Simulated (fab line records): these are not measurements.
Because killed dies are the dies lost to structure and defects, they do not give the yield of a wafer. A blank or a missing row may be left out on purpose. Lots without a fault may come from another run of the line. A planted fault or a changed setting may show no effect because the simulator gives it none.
Split-lot study -- flow sfq_line -- 5 lots, 23 wafers read, on a route of 325 steps

ABOUT THE SPLIT
At SFQ_TRILAYER_I7_VIA_LITHO_EXPOSE_188 (exposes mask I7, target cd 1000 nm), the setting dose_mj was moved away from the recipe's 21.3 on 5 of the 23 wafers read, by -6.0% to +6.3%. This setting was run at the recipe's value on the other wafers.

FROM THE SPLIT TO THE READING: what the file shows between them, 3 steps
- SFQ_TRILAYER_I7_VIA_LITHO_PEB_190: peb time 60 s
- SFQ_TRILAYER_I7_VIA_LITHO_DEVELOP_189: time 60 s
- SFQ_TRILAYER_I7_VIA_BARC_OPEN_VIA_ETCH_260: etches BARC in O2, target depth 125 nm, time 41.7 s

THE READING
I7.cd_nm (the simulator's own value, which no gauge read), in nm, at SFQ_TRILAYER_I7_VIA_ETCH_VIA_ETCH_190 (etches SiO2 in CHF3, stops on Nb, target depth 260 nm). No usual value for it is given in the file. Across the 18 wafers here that went through the recipe, the average is 983.6 nm and the standard deviation 1.2 nm.

wafer,"tool, chamber at the split",dose_mj as run,against the recipe,"I7.cd_nm, nm",against lot-mates on the recipe
L074.1,"krf_scanner-02, 0",20.02,-6.0%,973.9,-9.1
L074.3,"krf_scanner-02, 0",21.3,recipe,983.7,-
L074.4,"krf_scanner-02, 0",21.3,recipe,982.4,-
L074.5,"krf_scanner-02, 0",20.02,-6.0%,972.8,-10.2
L074.6,"krf_scanner-02, 0",20.02,-6.0%,974.6,-8.4
L079.2,"krf_scanner-02, 0",21.3,recipe,983.3,-
L079.3,"krf_scanner-02, 0",21.3,recipe,985.7,-
L079.4,"krf_scanner-02, 0",21.3,recipe,981.9,-
L079.5,"krf_scanner-02, 0",21.3,recipe,985.5,-
L079.6,"krf_scanner-02, 0",21.3,recipe,981.7,-
L081.2,"krf_scanner-01, 0",21.3,recipe,984.2,-
L081.3,"krf_scanner-01, 0",21.3,recipe,984.4,-
L081.4,"krf_scanner-01, 0",21.3,recipe,984.3,-
L082.2,"krf_scanner-01, 0",21.3,recipe,981.6,-
L082.3,"krf_scanner-01, 0",21.3,recipe,983.2,-
L082.4,"krf_scanner-01, 0",21.3,recipe,984,-
L082.5,"krf_scanner-01, 0",21.3,recipe,983.8,-
L082.6,"krf_scanner-01, 0",21.3,recipe,981.9,-
L083.1,"krf_scanner-02, 0",22.65,+6.3%,995.9,+11.6
L083.2,"krf_scanner-02, 0",21.3,recipe,983.8,-
L083.3,"krf_scanner-02, 0",21.3,recipe,984.7,-
L083.4,"krf_scanner-02, 0",22.65,+6.3%,993.1,+8.8
L083.6,"krf_scanner-02, 0",21.3,recipe,984.5,-

THE FIT
A straight line over all 23 wafers: I7.cd_nm changes by +1.67 nm for each +1% of dose_mj; r = +0.97; the points scatter about the line by 1.2 nm.
The same after taking each lot's own level away (the mean of its wafers on the recipe; 23 wafers): +1.57 nm for each +1%; r = +0.97; scatter 1.1 nm.
Per that fit: largest dose_mj move, reading shift of 10 nm.
Across the lots, their own levels run from 982.90 to 984.33 nm, a range of 1.2 times the standard deviation given above.
The two slopes agree, so the slope changes little with the lot-to-lot level.
Check: with one of the wafers moved furthest among these (+6.3%) left out of the fit, the line predicts +9.4 nm for it against its lot-mates. It came out at +11.6 nm against them.

OTHER SPLITS ON THESE WAFERS
Before the reading, these wafers also passed through other splits. Each is held against what the fit with the lots' levels taken away leaves over:
other split on the same wafers,wafers away from the commonest value,r with I7.cd_nm (lot level and that fit taken away)
SFQ_TRILAYER_C5_LITHO_PEB_154 peb_temp_c,5,+0.15
SFQ_TRILAYER_M6_LITHO_COAT_159 resist_thk_nm,6,+0.07
SFQ_TRILAYER_M6_LITHO_PEB_162 peb_time_s,9,+0.23
SFQ_TRILAYER_I6_VIA_LITHO_PEB_172 peb_temp_c,11,+0.45
SFQ_TRILAYER_M7_LITHO_COAT_182 resist_thk_nm,8,+0.07
SFQ_TRILAYER_M7_LITHO_EXPOSE_178 dose_mj,8,-0.08
SFQ_TRILAYER_M7_ETCH_METAL_ETCH_180 bias_w,9,+0.12

THE WHOLE CHAIN: every reading that the file lists as answering this split, in the file's order
step,what it does,reading,change (the file's fit),r (the file's)
SFQ_TRILAYER_I7_VIA_BARC_OPEN_VIA_ETCH_260,"etches BARC in O2, target depth 125 nm, time 41.7 s","I7.cd_nm (the simulator's own value, which no gauge read)",+1.54 nm for each +1% of the setting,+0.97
SFQ_TRILAYER_I7_VIA_ETCH_VIA_ETCH_190,"etches SiO2 in CHF3, stops on Nb, target depth 260 nm","I7.cd_nm (the simulator's own value, which no gauge read)",+1.58 nm for each +1% of the setting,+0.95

THE FILE'S OWN FIT
I7.cd_nm changes by +1.58 nm for each +1% of dose_mj, r = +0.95.
